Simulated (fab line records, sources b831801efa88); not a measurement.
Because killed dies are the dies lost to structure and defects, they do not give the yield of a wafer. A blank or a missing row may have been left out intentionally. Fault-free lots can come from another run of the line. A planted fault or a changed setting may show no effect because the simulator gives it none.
Comparing a struck lot with a sound one :: flow sky130 :: 21 out of 708 route steps
Sound: the wafers L315.1, L315.4, L315.6. Wafers L329.1, L329.3, L329.6 were the ones struck. The cause comes at the end.
Per side, at each step with rows, come the tool, then ch with its chambers, and then its first start. Under that, the readings that differ: sound wafers :: struck wafers :: difference of the means :: sigmas: that difference in standard deviations of wafers without a fault.
alike: same words and numbers on both sides, and readings whose means sit less than 2 such deviations apart. not compared: any withheld reading, any reading some wafer has no value for, any bound like >300 that may hide the same value, and any number with overlapping values for which the record gives no deviation.
The two part at a step that has a row with sigmas, a row that says differs or no value, or rows on one side only. Numbers that have no deviation but don't overlap get no sigmas and don't part them. A reading missing from all wafers of one side parts the sides only when that side holds two or more wafers.

SKY_METAL5_DESCUM_14: chemistry O2, time 11 s.
  sound on rie metal-03 ch 1, day 44 01:10; struck on rie metal-02 ch 0,1, day 47 20:27
  alike: drypump motor current A, oes product au
  not compared: rf hours counter h
SKY_METAL5_METAL_ETCH_15: etches the open film in Cl2/BCl3, stops on SiO2, target depth 1260 nm, time 252 s.
  sound on rie metal-03 ch 1, day 44 01:12; struck on rie metal-02 ch 0,1, day 47 20:29
  alike: drypump motor current A, mfc cl2 sccm, oes product au, throttle valve pct
  not compared: rf hours counter h
SKY_METAL5_STRIP_16: strips in O2/N2.
  sound on plasma asher-04 ch 0,1, day 44 01:26; struck on plasma asher-01 ch 0,1, day 47 20:43
  alike: drypump motor current A, o2 flow sccm, oes product au, strip time to endpoint s
  not compared: rf hours counter h
then, 3 steps without rows for these wafers: SKY_METAL5_STRIP_17 (strips in post etch residue remover, time 1200 s); SKY_METAL5_CLEAN_18 (cleans in IPA, time 180 s); SKY_METAL5_CLEAN_19 (cleans in O3/DIW).
SKY_PASSIVATION_CVD_00: deposits SiO2, target thk 90 nm.
  sound on pecvd-04 ch 0,1,2, day 44 02:02; struck on pecvd-02 ch 0,2, day 47 21:21
  alike: heater power w
SKY_PASSIVATION_THK_MEAS_01:
  sound on film metro-02 at day 44 02:04; struck on film metro-03 at day 47 21:22
  alike: PASSIVATION_CVD_00_THK
SKY_PASSIVATION_CVD_02: deposits Si3N4, target thk 540 nm.
  sound on pecvd-02 ch 0,2, day 44 02:07; struck on pecvd-03 ch 0,2, day 47 21:26
  alike: heater power w
SKY_PASSIVATION_THK_MEAS_03:
  sound on film metro-01 at day 44 02:20; struck on film metro-01 at day 47 21:40
  alike: PASSIVATION_CVD_02_THK
then, 2 steps without rows for these wafers: SKY_PASSIVATION_DEHYDRATE_04 (time 60 s); SKY_PASSIVATION_HMDS_05 (prime time 60 s).
SKY_PASSIVATION_COAT_06: resist thk 3000 nm.
  sound on litho track-02 ch 0, day 44 13:40; struck on litho track-04 ch 0, day 48 07:47
reading: spin speed rpm (rpm)
sound: 1999.7 2000.0 2000.2
struck: 2713.4 2716.1 2715.4
difference: +715.0
sigmas: +99 or more

reading: model.coat_of_PASSIVATION_COAT_06.thk nm (nm)
sound: 2992 2998 3006
struck: 2574 2581 2581
difference: -420
sigmas: 
then, 4 steps without rows for these wafers: SKY_PASSIVATION_SOFTBAKE_07; SKY_PASSIVATION_EXPOSE_08 (exposes mask NSM, target cd 3000 nm); SKY_PASSIVATION_PEB_09; SKY_PASSIVATION_DEVELOP_10 (develop time 60 s).
SKY_PASSIVATION_ETCH_11: etches the open film in CF4/O2, stops on AlCu, target depth 725 nm, time 161.1 s.
  sound on rie diel-02 ch 0,3, day 44 23:45; struck on rie diel-03 ch 0,2,3, day 48 16:39
reading: model.coat_of_PASSIVATION_COAT_06.thk nm (nm)
sound: 2497 2506 2521
struck: 2088 2091 2090
difference: -418
sigmas: 

reading: model.PASSIVATION.cd nm (nm)
sound: 2982 2982 2980
struck: 3020 3023 3022
difference: +40
sigmas: 
  alike: drypump motor current A, oes product au, throttle valve pct
  not compared: rf hours counter h
SKY_PASSIVATION_STRIP_12: strips in O2/N2.
  sound on plasma asher-03 ch 1, day 44 23:52; struck on plasma asher-03 ch 0,1, day 48 16:46
reading: strip time to endpoint s (s)
sound: 31.27 31.40 31.58
struck: 26.53 26.58 26.57
difference: -4.86
sigmas: -37
  alike: drypump motor current A, o2 flow sccm, oes product au
  not compared: rf hours counter h
then, 1 step without rows for these wafers: SKY_PAD_OPEN_DEHYDRATE_00 (time 60 s).
SKY_PAD_OPEN_PROBE_99:
  sound on prober-02 at day 46 00:04; struck on prober-02 at day 49 13:21
  alike: defect limited yield, killed_at_M0_to_M3, killed_at_M4_up, killed at contacts, killed at front end, killed at other, killed dies, killed open, killed short, sort_bin_3_pad_short, sort_bin_5_function, sort_bin_6_memory, sort n pass, sort yield pct

WHERE THEY PART
At SKY_PASSIVATION_COAT_06 first; at SKY_PASSIVATION_STRIP_12 last (within this record only). Later steps at which nothing parts them and some readings are alike: SKY_PAD_OPEN_PROBE_99.

WHY: whatever the simulator had introduced
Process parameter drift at SKY_PASSIVATION_COAT_06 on litho track-04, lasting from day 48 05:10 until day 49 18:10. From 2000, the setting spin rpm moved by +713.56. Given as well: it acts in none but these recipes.
